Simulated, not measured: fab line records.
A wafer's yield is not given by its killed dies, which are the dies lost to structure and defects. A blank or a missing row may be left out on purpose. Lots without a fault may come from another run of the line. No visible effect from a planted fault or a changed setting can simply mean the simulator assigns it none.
Comparing a struck lot with a sound one || flow sfq-line || 42 steps out of a route of 325
Sound: wafers L903.1, L903.3, L903.5. Struck: wafers L911.2, L911.6 (left out: L911.4, a lot-mate that was not struck); the cause follows at the end.
For every step that has rows: the tool of each side, followed by ch and its chambers, followed by its first start. Under that, the readings that differ: sound wafers || struck wafers || difference of the means || sigmas: that difference in standard deviations of wafers without a fault.
alike: readings whose means differ by less than 2 such deviations, and words and numbers that are the same on both sides. not compared: withheld readings, readings that some wafer has no value for, bounds like >300 that may hide the same value, and numbers for which the record gives no deviation and whose values overlap.
Wherever a step has rows on one side only, a row that says differs or no value, or a row with sigmas, the two part there. When numbers do not overlap yet have no deviation, they are printed without sigmas and do not part them. A reading that every wafer of one side lacks parts them only if that side has two wafers or more.

first, 6 steps without rows for these wafers: SFQ_TRILAYER_M6_LITHO_COAT_164 (resist thk 62 nm); SFQ_TRILAYER_M6_LITHO_COAT_159 (resist thk 600 nm); SFQ_TRILAYER_M6_LITHO_SOFTBAKE_163; SFQ_TRILAYER_M6_LITHO_EXPOSE_160 (exposes mask M6, target cd 500 nm); SFQ_TRILAYER_M6_LITHO_PEB_162 (peb time 60 s); SFQ_TRILAYER_M6_LITHO_DEVELOP_161 (time 60 s).
SFQ_M6_OVL_MEAS_940:
  sound on overlay-02 at day 73 05:04; struck on overlay-02 at day 76 20:25
  alike: M6_OVL
SFQ_TRILAYER_M6_BARC_OPEN_METAL_ETCH_206: etches BARC in O2, target depth 125 nm, time 41.7 s.
  sound on rie-metal-03 ch 0,1, day 73 05:07; struck on rie-metal-03 ch 0,1, day 76 20:26
  alike: drypump-motor-current-A, oes-product-au
  not compared: rf-hours-counter-h
SFQ_TRILAYER_M6_ETCH_METAL_ETCH_162: etches Nb in Cl2/Ar, stops on SiO2, target depth 240 nm, time 120 s.
  sound on rie-metal-03 ch 0,1, day 73 05:10; struck on rie-metal-03 ch 0,1, day 76 20:30
  alike: drypump-motor-current-A, oes-product-au
  not compared: rf-hours-counter-h
SFQ_TRILAYER_M6_STRIP_STRIP_163: strips in O2.
  sound on rie-metal-03 ch 0,1, day 73 05:17; struck on rie-metal-03 ch 0,1, day 76 20:37
  alike: drypump-motor-current-A, oes-product-au
  not compared: rf-hours-counter-h
then, 2 steps without rows for these wafers: SFQ_TRILAYER_M6_STRIP_SOLV_CLEAN_164 (cleans in NMP, time 600 s); SFQ_TRILAYER_I6_DEP_PECVD_165 (deposits SiO2 from SiH4/N2O, time 111.11 s, target thk 500 nm).
SFQ_TRILAYER_I6_CMP_CMP_166: polishes SiO2.
  sound on cmp-01 ch 0,3, day 73 06:38; struck on cmp-01 ch 1,2, day 76 21:37
{"reading": "time-to-endpoint-s (s)", "sound": "210 207 214", "struck": "188 195", "difference": -19, "sigmas": -2}
{"reading": "model.SiO2_of_TRILAYER_I6_DEP_PECVD_165.thk-nm (nm)", "sound": "200.3 199.9 200.1", "struck": "251.2 250.8", "difference": "+50.9", "sigmas": ""}
  alike: motor-current-A, slurry-filter-dp-kPa, slurry-flow-ml-min
SFQ_I6_BOW_MEAS_941:
  sound on film-metro-03 at day 73 09:08; struck on film-metro-01 at day 77 00:38
  alike: I6_BOW
SFQ_TRILAYER_I6_METRO_MEASURE_167:
  sound on film-metro-03 at day 73 09:16; struck on film-metro-01 at day 77 00:56
{"reading": "thk-nm (nm)", "sound": "200.0 199.8 200.1", "struck": "251.1 250.8", "difference": "+51.0", "sigmas": "+46"}
then, 6 steps without rows for these wafers: SFQ_TRILAYER_I6_VIA_LITHO_COAT_174 (resist thk 62 nm); SFQ_TRILAYER_I6_VIA_LITHO_COAT_169 (resist thk 650 nm); SFQ_TRILAYER_I6_VIA_LITHO_SOFTBAKE_173; SFQ_TRILAYER_I6_VIA_LITHO_EXPOSE_170 (exposes mask I6, target cd 700 nm); SFQ_TRILAYER_I6_VIA_LITHO_PEB_172 (peb time 60 s); SFQ_TRILAYER_I6_VIA_LITHO_DEVELOP_171 (time 60 s).
SFQ_I6_OVL_MEAS_942:
  sound on overlay-02 at day 73 12:43; struck on overlay-02 at day 77 07:13
  alike: I6_OVL
then, 1 step without rows for these wafers: SFQ_TRILAYER_I6_VIA_BARC_OPEN_VIA_ETCH_235 (etches BARC in O2, target depth 125 nm, time 41.7 s).
SFQ_TRILAYER_I6_VIA_ETCH_VIA_ETCH_172: etches SiO2 in CHF3, stops on Nb, target depth 260 nm.
  sound on rie-diel-02 ch 0,1,2, day 73 12:47; struck on rie-diel-02 ch 2, day 77 07:17
{"reading": "oes-product-au (a.u.)", "sound": "0.856 0.852 0.851", "struck": "0.975 0.974", "difference": "+0.121", "sigmas": "+24"}
{"reading": "model.I6.feature-depth-nm (nm)", "sound": "200.3 199.9 200.1", "struck": "251.2 250.8", "difference": "+50.9", "sigmas": ""}
{"reading": "model.etch.depth-nm (nm)", "sound": "200.3 199.9 200.1", "struck": "251.2 250.8", "difference": "+50.9", "sigmas": ""}
  alike: drypump-motor-current-A
then, 2 steps without rows for these wafers: SFQ_TRILAYER_I6_VIA_STRIP_STRIP_173 (strips in O2); SFQ_TRILAYER_I6_VIA_STRIP_SOLV_CLEAN_174 (cleans in NMP, time 600 s).
SFQ_TRILAYER_M7_DEP_PRE_CLEAN_176: time 22.5 s.
  sound on pvd-sputter-06 at day 73 13:41; struck on pvd-sputter-05 at day 77 08:10
{"reading": "model.SiO2_of_TRILAYER_I6_DEP_PECVD_165.thk-nm (nm)", "sound": "192.8 192.4 192.6", "struck": "243.7 243.3", "difference": "+50.9", "sigmas": ""}
then, 1 step without rows for these wafers: SFQ_TRILAYER_M7_DEP_SPUTTER_175 (material Nb, target thk 200 nm, time 133.3 s).
SFQ_M7_RS_MEAS_943: measurement is done with a four-point probe.
  sound on film-metro-04 at day 73 13:48; struck on film-metro-04 at day 77 08:19
{"reading": "M7_NB_RS (ohm/sq)", "sound": "0.914 0.908 0.909", "struck": "0.882 0.888", "difference": -0.025, "sigmas": -3}
then, 6 steps without rows for these wafers: SFQ_TRILAYER_M7_LITHO_COAT_182 (resist thk 62 nm); SFQ_TRILAYER_M7_LITHO_COAT_177 (resist thk 600 nm); SFQ_TRILAYER_M7_LITHO_SOFTBAKE_181; SFQ_TRILAYER_M7_LITHO_EXPOSE_178 (exposes mask M7, target cd 500 nm); SFQ_TRILAYER_M7_LITHO_PEB_180 (peb time 60 s); SFQ_TRILAYER_M7_LITHO_DEVELOP_179 (time 60 s).
SFQ_M7_OVL_MEAS_945:
  sound on overlay-01 at day 76 06:43; struck on overlay-02 at day 77 14:25
  alike: M7_OVL
SFQ_TRILAYER_M7_BARC_OPEN_METAL_ETCH_229: etches BARC in O2, target depth 125 nm, time 41.7 s.
  sound on rie-metal-02 ch 0,1, day 76 06:46; struck on rie-metal-03 ch 0,1, day 77 14:26
  alike: drypump-motor-current-A, oes-product-au
  not compared: rf-hours-counter-h
then, 3 steps without rows for these wafers: SFQ_TRILAYER_M7_ETCH_METAL_ETCH_180 (etches Nb in Cl2/Ar, stops on SiO2, target depth 240 nm, time 120 s); SFQ_TRILAYER_M7_STRIP_STRIP_181 (strips in O2); SFQ_TRILAYER_M7_STRIP_SOLV_CLEAN_182 (cleans in NMP, time 600 s).
SFQ_TRILAYER_I7_DEP_PECVD_183: deposits SiO2 from SiH4/N2O, time 111.11 s, target thk 500 nm.
  sound on pecvd-04 ch 0,1,2, day 76 07:43; struck on pecvd-04 ch 1, day 77 15:24
  alike: heater-power-w, showerhead-vpp-V, throttle-valve-pct
-- the record jumps here: 9 days lie between the struck wafers' starts before and after --
SFQ_M8_BOW_MEAS_951:
  sound on film-metro-04 at day 85 05:35; struck on film-metro-02 at day 86 10:20
  alike: M8_BOW
  not compared: model.etest.i6.link-ohm

== WHERE THEY PART ==
At SFQ_TRILAYER_I6_CMP_CMP_166 first; at SFQ_M7_RS_MEAS_943 last (within this record only). Later steps at which nothing parts them and some readings are alike: SFQ_M7_OVL_MEAS_945, SFQ_TRILAYER_M7_BARC_OPEN_METAL_ETCH_229, SFQ_TRILAYER_I7_DEP_PECVD_183, SFQ_M8_BOW_MEAS_951.

WHY: the cause the simulator had injected
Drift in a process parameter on cmp-01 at SFQ_TRILAYER_I6_CMP_CMP_166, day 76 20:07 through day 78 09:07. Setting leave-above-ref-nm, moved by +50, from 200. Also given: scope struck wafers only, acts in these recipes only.
